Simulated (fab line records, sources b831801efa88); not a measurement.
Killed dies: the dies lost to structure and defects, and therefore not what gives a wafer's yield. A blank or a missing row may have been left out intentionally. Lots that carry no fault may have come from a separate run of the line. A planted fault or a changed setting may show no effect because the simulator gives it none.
Struck lot and sound lot, side by side || flow sky130 || 25 out of 708 route steps
Sound: these wafers, L425.2, L425.3, L425.5. Wafers struck: L429.2, L429.3, L429.5. At the end, the cause is stated.
Order at every step that has rows: each side's tool, ch and its chambers, its first start. Under that, the readings that differ: sound wafers || struck wafers || difference of the means || sigmas: that difference in standard deviations of wafers without a fault.
alike: words and numbers the same on both sides, and readings whose means are apart by under 2 such deviations; not compared: readings that were withheld, readings missing a value for some wafer, numbers with overlapping values and no deviation given by the record, and bounds like >300 which may hide the same value.
Wherever a step has rows on one side only, a row that says differs or no value, or a row with sigmas, the two part there. Numbers that don't overlap but have no deviation are shown without sigmas and don't part them. A reading missing from all wafers of one side parts the sides only when that side holds two or more wafers.

SKY_VIA1_THK_MEAS_23: measures by xrf.
  sound on filmMetro-04 at day 37 01:21; struck on filmMetro-02 at day 38 10:45
  alike: VIA1_W_THK
SKY_VIA1_CMP_24: polishes, stops on SiO2, t overpolish 15 s, target thk 0 nm.
  sound on cmp-01 ch 0,1,3, day 37 01:24; struck on cmp-02 ch 0,1,3, day 38 10:54
  alike: motorCurrentA, overpolishRunS, platenRpm, timeToEndpointS
SKY_METAL2_SPUTTER_00: material Ti, target thk 15 nm, time 10 s.
  sound on pvdSputter-04 at day 37 01:42; struck on pvdSputter-04 at day 38 11:06
  alike: chamberPressurePa, throttleValvePct
SKY_METAL2_SPUTTER_01: material TiN, target thk 20 nm, time 16.7 s.
  sound on pvdSputter-04 at day 37 01:43; struck on pvdSputter-04 at day 38 11:07
  alike: chamberPressurePa, throttleValvePct
then, 2 steps without rows for these wafers: SKY_METAL2_SPUTTER_02 (material AlCu, target thk 250 nm, time 13.3 s); SKY_METAL2_SPUTTER_03 (material Ti, target thk 5 nm, time 3.3 s).
SKY_METAL2_SPUTTER_04: material TiN, target thk 70 nm, time 58.3 s.
  sound on pvdSputter-04 at day 37 01:47; struck on pvdSputter-04 at day 38 11:11
  alike: chamberPressurePa, throttleValvePct
SKY_METAL2_RS_MEAS_05: measurement is done with a four-point probe.
  sound on filmMetro-02 at day 37 01:52; struck on filmMetro-03 at day 38 11:16
  alike: METAL2_ALCU_RS
SKY_METAL2_THK_MEAS_06: measures by xrf.
  sound on filmMetro-02 at day 37 01:58; struck on filmMetro-03 at day 38 11:22
  alike: METAL2_ALCU_THK
then, 3 steps without rows for these wafers: SKY_METAL2_DEHYDRATE_07 (time 60 s); SKY_METAL2_HMDS_08 (prime time 60 s); SKY_METAL2_COAT_09 (resist thk 60 nm).
SKY_METAL2_COAT_10: resist thk 450 nm.
  sound on lithoTrack-01 ch 0, day 37 14:00; struck on lithoTrack-01 ch 0, day 38 23:00
{"reading": "spinSpeedRpm (rpm)", "sound": "3001.6 3001.2 3002.2", "struck": "2828.7 2828.5 2826.8", "difference": -173.7, "sigmas": -87}
{"reading": "model.KrF-thick_of_METAL2_COAT_10.thkNm (nm)", "sound": "452.1 451.5 451.7", "struck": "463.4 463.3 464", "difference": "+11.8", "sigmas": ""}
  alike: resistLineTempC
then, 4 steps without rows for these wafers: SKY_METAL2_SOFTBAKE_11 (time 90 s); SKY_METAL2_EXPOSE_12 (exposes mask MM2, target cd 140 nm); SKY_METAL2_PEB_13; SKY_METAL2_DEVELOP_14 (develop time 60 s).
SKY_METAL2_CD_MEAS_15: the cd target is 140 nm.
  sound on cdSem-01 at day 38 03:52; struck on cdSem-02 at day 39 11:28
  alike: cdNm
SKY_METAL2_OVL_MEAS_16:
  sound on overlay-02 at day 38 03:58; struck on overlay-02 at day 39 11:34
  alike: METAL2_OVL
then, 1 step without rows for these wafers: SKY_METAL2_DESCUM_17 (chemistry O2, time 8 s).
SKY_METAL2_ETCH_18: etches BARC in N2/H2, stops on SiO2, time 45.9 s, target depth 60 nm.
  sound on rieMetal-01 ch 0, day 38 04:02; struck on rieMetal-04 ch 0,1, day 39 11:38
  alike: drypumpMotorCurrentA, oesProductAu, throttleValvePct
  not compared: rfHoursCounterH
SKY_METAL2_METAL_ETCH_19: etches the open film in Cl2/BCl3, stops on SiO2, target depth 360 nm, time 78 s.
  sound on rieMetal-01 ch 0, day 38 04:06; struck on rieMetal-04 ch 0,1, day 39 11:42
{"reading": "model.KrF-thick_of_METAL2_COAT_10.thkNm (nm)", "sound": "165.9 165.4 167.6", "struck": "173.3 173.5 170", "difference": "+6.0", "sigmas": ""}
  alike: drypumpMotorCurrentA, oesProductAu, throttleValvePct
  not compared: rfHoursCounterH
SKY_METAL2_STRIP_20: strips in O2/N2.
  sound on plasmaAsher-03 ch 0,1, day 38 04:11; struck on plasmaAsher-03 ch 0,1, day 39 11:47
{"reading": "stripTimeToEndpointS (s)", "sound": "2.78 2.75 2.79", "struck": "2.86 2.87 2.83", "difference": "+0.08", "sigmas": "+2"}
  alike: drypumpMotorCurrentA, o2FlowSccm, oesProductAu
  not compared: rfHoursCounterH
then, 2 steps without rows for these wafers: SKY_METAL2_STRIP_21 (strips in post etch residue remover, time 1200 s); SKY_PAD_OPEN_PROBE_99.

## WHERE THEY PART
At SKY_METAL2_COAT_10 first; at SKY_METAL2_STRIP_20 last (within this record only).

WHY: what the simulator had put in
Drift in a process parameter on lithoTrack-01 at SKY_METAL2_COAT_10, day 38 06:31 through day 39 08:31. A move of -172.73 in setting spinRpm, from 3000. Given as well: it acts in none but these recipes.
